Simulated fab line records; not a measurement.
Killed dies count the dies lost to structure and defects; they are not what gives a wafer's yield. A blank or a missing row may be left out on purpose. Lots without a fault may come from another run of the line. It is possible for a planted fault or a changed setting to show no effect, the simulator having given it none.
fab line records -- flow sky130
record lots=6, wafers=18, last_day=50
route steps=708 shown LDD_N@237 PAD_OPEN@708
lots untouched by any fault: they come from a run of this same line in which no faults occurred
start_h: hours from the record's opening day to when the first of the lot's shown wafers began -- wait_h: time in hours since the lot's previous step -- " identical to the entry in the row above -- L1.1+2: a single row standing in for several wafers -- - no value, or no start was given -- * or withheld: withheld -- < > ~ a bound
route shown NAME@n: NAME is a module with steps in the file, n the number in the route of the first one -- usual: mean/standard deviation of fault-free wafers -- same: alike in all rows -- chamber/n: place in a boat -- sites: the reading at each site -- _std_site: the values' standard deviation -- _edge_site: mean of outer sites minus mean of inner sites -- radius_mm: for every site, how far away it sits from the centre of the wafer -- mask NAME#n: copy n -- behind: tool/chamber where the wafer was last shaped -- hold: reason for holding the lot/hours on hold/outcome of the hold -- device: the transistor (n, p or np) that didn't switch -- end of line: the route-end tests of the same wafers -- step lacking rows: just its recipe -- killed: count of dies lost to structure and defects at first sort (not the wafer's yield) -- map: dies across one wafer; x = killed, . = not, _ = none there
set.NAME: setting as actually run; set.NAME@STEP: the setting as run at that earlier step -- model.NAME: the simulator's own value behind a step, which no gauge read
a table for each step, a row for each wafer; lots at some steps of the route
services: when a tool's chamber went out of use (start_h, in hours from the record's first day, below 0 if earlier), for how many hours, and the reason
## steps
# step SKY_LDD_N_DEHYDRATE_00
# recipe temp_c=200, time_s=60
# step SKY_LDD_N_HMDS_01
# recipe prime_time_s=60, prime_temp_c=120
# step SKY_LDD_N_COAT_02
# recipe resist=NOVOLAK, spin_rpm=3000, resist_thk_nm=300
# step SKY_LDD_N_SOFTBAKE_03
# recipe temp_c=90, time_s=60, resist=NOVOLAK
# step SKY_LDD_N_EXPOSE_04
# recipe mask_id=NTM, target_cd_nm=840, na=0.6, source_shape=conventional, sigma_outer=0.6, dose_mj=110
# step SKY_LDD_N_PEB_05
# recipe temp_c=withheld, time_s=*, resist=NOVOLAK
# step SKY_LDD_N_DEVELOP_06
# recipe develop_time_s=60, dev_temp_c=23
# step SKY_LDD_N_OVL_MEAS_07
# usual LDD_N_OVL=-0.4/1.4
lot.wafer,tool,chamber,start_h,wait_h,LDD_N_OVL[nm]
L551.1,overlay-01,-,418.51,0.1,1.4
L551.3,overlay-01,-,418.51,0.1,1.2
L551.6,overlay-01,-,418.51,0.1,1.4
L552.3,overlay-01,-,427.28,0.1,-1.2
L552.5,overlay-01,-,427.28,0.1,-3.8
L552.6,overlay-01,-,427.28,0.1,-1.6
L558.2,overlay-02,-,484.64,0.1,-0.6
L558.5,overlay-02,-,484.64,0.1,-1.3
L558.6,overlay-02,-,484.64,0.1,0.2
L560.2,overlay-01,-,496.02,0.1,-1.8
L560.4,overlay-01,-,496.02,0.1,-1.4
L560.5,overlay-01,-,496.02,0.1,-0.4
L565.3,overlay-01,-,538.08,0.1,1.4
L565.4,overlay-01,-,538.08,0.1,3.2
L565.6,overlay-01,-,538.08,0.1,3.3
L572.1,overlay-02,-,594.56,0.1,-0.4
L572.2,overlay-02,-,594.56,0.1,-0.9
L572.6,overlay-02,-,594.56,0.1,-2.5
# step SKY_LDD_N_IMPLANT_08
# recipe species=As, energy_kev=20, dose_cm2=7.5e+13, tilt_deg=withheld, rotation_deg=23
# step SKY_LDD_N_IMPLANT_09
# recipe species=As, energy_kev=20, dose_cm2=7.5e+13, tilt_deg=withheld, rotation_deg=113
# step SKY_LDD_N_IMPLANT_10
# recipe species=As, energy_kev=20, dose_cm2=7.5e+13, tilt_deg=withheld, rotation_deg=203
# step SKY_LDD_N_IMPLANT_11
# recipe species=As, energy_kev=20, dose_cm2=7.5e+13, tilt_deg=withheld, rotation_deg=293
# step SKY_LDD_N_IMPLANT_12
# recipe species=BF2, energy_kev=50, dose_cm2=5e+12, tilt_deg=30, rotation_deg=0
# usual dose_ions_cm2=5.001e+12/6e+09, faraday_current_uA=28.1/0.52
lot.wafer,tool,chamber,start_h,wait_h,dose_ions_cm2,faraday_current_uA
L551.1,implanter-02,0,419.15,0.1,4.999e+12,28.7
L551.3,implanter-02,0,419.15,0.1,5.006e+12,28.7
L551.6,implanter-02,0,419.15,0.1,4.999e+12,28.7
L552.3,implanter-02,0,427.95,0.1,4.993e+12,28.5
L552.5,implanter-02,0,427.95,0.1,4.997e+12,27.9
L552.6,implanter-02,0,427.95,0.1,4.997e+12,28.5
L558.2,implanter-04,0,485.29,0.1,9.405e+12,55.9
L558.5,implanter-04,0,485.29,0.1,9.404e+12,53.1
L558.6,implanter-04,0,485.29,0.1,9.405e+12,52.2
L560.2,implanter-04,0,496.67,0.1,9.399e+12,51.7
L560.4,implanter-04,0,496.67,0.1,9.391e+12,53.3
L560.5,implanter-04,0,496.67,0.1,9.403e+12,51.8
L565.3,implanter-02,0,538.75,0.1,4.998e+12,28.4
L565.4,implanter-02,0,538.75,0.1,4.995e+12,27.6
L565.6,implanter-02,0,538.75,0.1,4.997e+12,27.9
L572.1,implanter-01,0,595.20,0.1,5.002e+12,27.6
L572.2,implanter-01,0,595.20,0.1,5.008e+12,27.4
L572.6,implanter-01,0,595.20,0.1,4.993e+12,27.9
# step SKY_LDD_N_IMPLANT_13
# recipe species=BF2, energy_kev=50, dose_cm2=5e+12, tilt_deg=30, rotation_deg=90
# step SKY_PAD_OPEN_PROBE_99
# usual killed_at_M0_to_M3=45/7.2, killed_at_M4_up=3.0/1.8, killed_at_contacts=25/6.1, killed_at_front_end=14/4.4, killed_at_other=0.2/0.44, killed_dies=88/10, killed_open=48/7.4, killed_short=40/6.3
# same gross_dies=492, killed_at_back_side=0
lot.wafer,tool,chamber,start_h,wait_h,killed_at_M0_to_M3,killed_at_M4_up,killed_at_contacts,killed_at_front_end,killed_at_other,killed_dies,killed_open,killed_short,model.etest.nfet_01v8_lvt.drive_ua_um,model.etest.nfet_01v8.r_on_ohm_um,model.etest.nfet_01v8.drive_ua_um,model.etest.sram_nfet_pass.drive_ua_um,model.etest.nfet_01v8_swapped.drive_ua_um,model.etest.tip_n.rs_ohm_sq,model.etest.nfet_01v8_lvt.vt_sat_v,model.etest.sram_nfet_pass.vt_sat_v
L551.1,prober-01,-,1088.32,0.1,58,3,21,7,0,89,46,43,579.6,816.8,510.6,493.2,512.6,447.2,0.5363,0.5897
L551.3,prober-01,-,1088.42,0.2,51,0,24,7,0,82,37,45,583.4,822.1,509.9,513.8,512.8,446.9,0.5378,0.5492
L551.6,prober-01,-,1088.57,0.2,56,6,26,12,2,102,50,52,582.6,827.3,508.3,494.9,509,445.2,0.5347,0.5803
L552.3,prober-02,-,1102.88,0.2,45,0,32,13,0,90,54,36,567.4,843.2,498.7,479.2,501.1,441.2,0.5477,0.5772
L552.5,prober-02,-,1102.98,0.2,46,3,19,9,0,77,41,36,567.2,838.7,500.5,482.3,499.1,443,0.5459,0.5602
L552.6,prober-02,-,1103.03,0.2,39,5,15,14,0,73,41,32,577.3,840.9,504.4,502.1,504.1,435.8,0.5315,0.5345
L558.2,prober-02,-,1133.30,0.1,42,2,21,18,0,83,49,34,513.7,906.1,454.2,443.4,454.4,452.7,0.6396,0.6558
L558.5,prober-02,-,1133.45,0.2,37,2,32,11,1,83,40,43,527.8,874.4,466,462.3,470,452.8,0.6263,0.6109
L558.6,prober-02,-,1133.50,0.2,58,2,24,11,0,95,51,44,513.1,891.5,453.7,429.5,455.3,455.8,0.636,0.6648
L560.2,prober-02,-,1140.63,0.1,36,1,26,15,0,78,36,42,525.6,877.6,469.8,447.2,469.9,446.8,0.628,0.644
L560.4,prober-02,-,1140.73,0.2,48,0,23,13,0,84,43,41,511.3,913.8,450.1,457.9,451.1,449.6,0.6437,0.6203
L560.5,prober-02,-,1140.78,0.2,49,2,24,16,0,91,44,47,515.6,907.9,451.2,442.8,456.7,450.7,0.6327,0.6436
L565.3,prober-01,-,1167.50,0.2,40,1,29,14,0,84,45,39,585.5,827.9,515.8,517.5,518,447.4,0.5239,0.5493
L565.4,prober-01,-,1167.55,0.2,42,3,27,15,0,87,50,37,595.2,821.6,519.4,514.1,516.4,448.1,0.528,0.5648
L565.6,prober-01,-,1167.65,0.2,51,0,20,13,0,84,45,39,592,824.4,520.3,502.8,522.1,446.7,0.5238,0.5773
L572.1,prober-01,-,1197.56,0.1,46,2,35,13,0,96,51,45,572.5,851.8,497.3,478.2,500.2,438.5,0.5372,0.5757
L572.2,prober-01,-,1197.61,0.1,42,2,22,19,0,85,48,37,576.1,844.6,495.9,471.2,504.1,443.2,0.5388,0.596
L572.6,prober-01,-,1197.81,0.2,45,1,36,15,0,97,49,48,586.6,833.1,505.8,482.3,501.7,441.5,0.5348,0.5851
# killed by level:class
L551.1 VIA1:geometric_particle:open=12 METAL2:geometric_particle:short=9 CONTACT:geometric_particle:open=8 VIA2:geometric_particle:open=8 VIA3:geometric_particle:open=7 VIA1:geometric_particle:short=6 VIA2:geometric_particle:short=6 LI_CONTACT:geometric_particle:open=4
L551.3 METAL2:geometric_particle:short=10 VIA1:geometric_particle:open=9 CONTACT:geometric_particle:open=8 LI_CONTACT:geometric_particle:open=7 VIA1:geometric_particle:short=7 METAL1:geometric_particle:short=6 VIA2:geometric_particle:open=5 CONTACT:geometric_particle:short=4
L551.6 VIA1:geometric_particle:open=14 VIA1:geometric_particle:short=10 CONTACT:geometric_particle:open=9 VIA3:geometric_particle:open=8 LOCAL_INTERCONNECT:geometric_particle:short=6 VIA2:geometric_particle:open=6 METAL1:geometric_particle:short=5 CONTACT:geometric_particle:short=5
L552.3 CONTACT:geometric_particle:open=14 VIA1:geometric_particle:open=11 VIA3:geometric_particle:open=10 LI_CONTACT:geometric_particle:open=9 VIA3:geometric_particle:short=6 METAL1:geometric_particle:short=4 FIELD_ISO:geometric_particle:open=3 FIELD_ISO:geometric_particle:short=3
L552.5 VIA1:geometric_particle:open=10 VIA3:geometric_particle:open=8 CONTACT:geometric_particle:open=6 METAL3:geometric_particle:short=5 LI_CONTACT:geometric_particle:open=5 VIA2:geometric_particle:open=5 CONTACT:geometric_particle:short=4 METAL1:geometric_particle:short=4
L552.6 VIA1:geometric_particle:open=10 VIA2:geometric_particle:open=9 METAL2:geometric_particle:short=5 LI_CONTACT:geometric_particle:open=4 METAL1:geometric_particle:short=4 FIELD_ISO:geometric_particle:open=3 LI_CONTACT:geometric_particle:short=3 LOCAL_INTERCONNECT:geometric_particle:short=3
L558.2 VIA3:geometric_particle:open=11 CONTACT:geometric_particle:open=8 VIA1:geometric_particle:open=8 POLY_GATE:geometric_particle:open=6 CONTACT:geometric_particle:short=6 METAL1:geometric_particle:short=6 FIELD_ISO:geometric_particle:short=5 VIA2:geometric_particle:open=5
L558.5 CONTACT:geometric_particle:open=11 METAL1:geometric_particle:short=9 CONTACT:geometric_particle:short=8 LI_CONTACT:geometric_particle:open=5 VIA1:geometric_particle:open=5 VIA2:geometric_particle:open=5 VIA3:geometric_particle:open=5 LI_CONTACT:geometric_particle:short=4
L558.6 VIA2:geometric_particle:open=11 VIA1:geometric_particle:open=9 VIA3:geometric_particle:open=9 CONTACT:geometric_particle:short=7 VIA1:geometric_particle:short=7 LI_CONTACT:geometric_particle:open=6 METAL3:geometric_particle:short=6 CONTACT:geometric_particle:open=5
L560.2 CONTACT:geometric_particle:open=9 VIA1:geometric_particle:open=8 POLY_GATE:geometric_particle:short=7 LOCAL_INTERCONNECT:geometric_particle:short=6 CONTACT:geometric_particle:short=6 METAL1:geometric_particle:short=5 LI_CONTACT:geometric_particle:open=4 VIA2:geometric_particle:open=4
L560.4 CONTACT:geometric_particle:open=9 VIA1:geometric_particle:open=9 VIA1:geometric_particle:short=8 VIA2:geometric_particle:open=8 LOCAL_INTERCONNECT:geometric_particle:short=6 FIELD_ISO:geometric_particle:short=5 VIA3:geometric_particle:open=5 POLY_GATE:geometric_particle:short=4
L560.5 VIA1:geometric_particle:open=10 CONTACT:geometric_particle:open=9 VIA3:geometric_particle:short=7 METAL1:geometric_particle:short=7 VIA2:geometric_particle:open=6 FIELD_ISO:geometric_particle:open=5 VIA2:geometric_particle:short=5 POLY_GATE:geometric_particle:short=4
L565.3 CONTACT:geometric_particle:open=12 METAL1:geometric_particle:short=8 VIA1:geometric_particle:open=8 LI_CONTACT:geometric_particle:open=6 VIA2:geometric_particle:open=6 CONTACT:geometric_particle:short=5 METAL2:geometric_particle:short=5 POLY_GATE:geometric_particle:short=4
L565.4 VIA1:geometric_particle:open=15 CONTACT:geometric_particle:open=10 VIA1:geometric_particle:short=7 CONTACT:geometric_particle:short=6 FIELD_ISO:geometric_particle:open=5 METAL1:geometric_particle:short=5 POLY_GATE:geometric_particle:short=4 LI_CONTACT:geometric_particle:open=4
L565.6 VIA1:geometric_particle:open=13 METAL1:geometric_particle:short=10 VIA3:geometric_particle:open=9 CONTACT:geometric_particle:short=6 VIA1:geometric_particle:short=6 FIELD_ISO:geometric_particle:short=5 POLY_GATE:geometric_particle:open=4 LOCAL_INTERCONNECT:geometric_particle:open=4
L572.1 CONTACT:geometric_particle:open=12 METAL2:geometric_particle:short=9 VIA2:geometric_particle:open=8 CONTACT:geometric_particle:short=7 VIA1:geometric_particle:open=7 VIA3:geometric_particle:open=7 LI_CONTACT:geometric_particle:open=6 LOCAL_INTERCONNECT:geometric_particle:short=6
L572.2 VIA1:geometric_particle:open=13 VIA3:geometric_particle:open=8 LI_CONTACT:geometric_particle:open=7 POLY_GATE:geometric_particle:short=6 POLY_GATE:geometric_particle:open=6 CONTACT:geometric_particle:short=6 FIELD_ISO:geometric_particle:open=4 VIA2:geometric_particle:open=4
L572.6 CONTACT:geometric_particle:open=13 VIA1:geometric_particle:open=11 LOCAL_INTERCONNECT:geometric_particle:short=10 FIELD_ISO:geometric_particle:short=8 CONTACT:geometric_particle:short=6 VIA1:geometric_particle:short=6 VIA2:geometric_particle:open=6 VIA3:geometric_particle:short=5
## services
tool,chamber,start_h,hours,kind
implanter-02,-,395.22,5.3,repair
implanter-02,-,428.78,2.2,repair
implanter-04,-,439.72,4.5,pm
implanter-01,-,443.98,2.3,repair
implanter-04,-,516.13,5.6,repair
implanter-02,-,516.84,3.1,repair
implanter-04,-,521.77,31.8,pm
implanter-04,-,570.76,7.7,repair
implanter-02,-,570.84,4.1,pm
implanter-04,-,577.48,2.1,repair
## key
first_sign step=SKY_LDD_N_IMPLANT_12, reading=dose_ions_cm2, direction=up, sigmas=99+, usual=*, struck=*
effect step=SKY_LDD_N_IMPLANT_12, reading=faraday_current_uA, direction=up, sigmas=48, usual=28.1, struck=53.0
model_effect step=SKY_PAD_OPEN_PROBE_99, value=etest.nfet_01v8_lvt.drive_ua_um, without=553, struck=517.9
met_at SKY_LDD_N_IMPLANT_12
struck_wafers L558.2,L558.5,L558.6,L560.2,L560.4,L560.5
tester_left_out L558,L560
fault kind=process_parameter_drift, tool=implanter-04, chamber=-, onset_h=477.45, steps=SKY_LDD_N_IMPLANT_12, channel=dose_cm2, offset=*, shape=step, end_h=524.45, acts_in=*, stated=*
# tester_left_out: of these lots the tester's yield and bins aren't shown, on N5 and GAA mostly nor the transistor test; their killed dies are dies lost to structure and defects alone, not to doping, threshold or leakage, so they don't give the yield
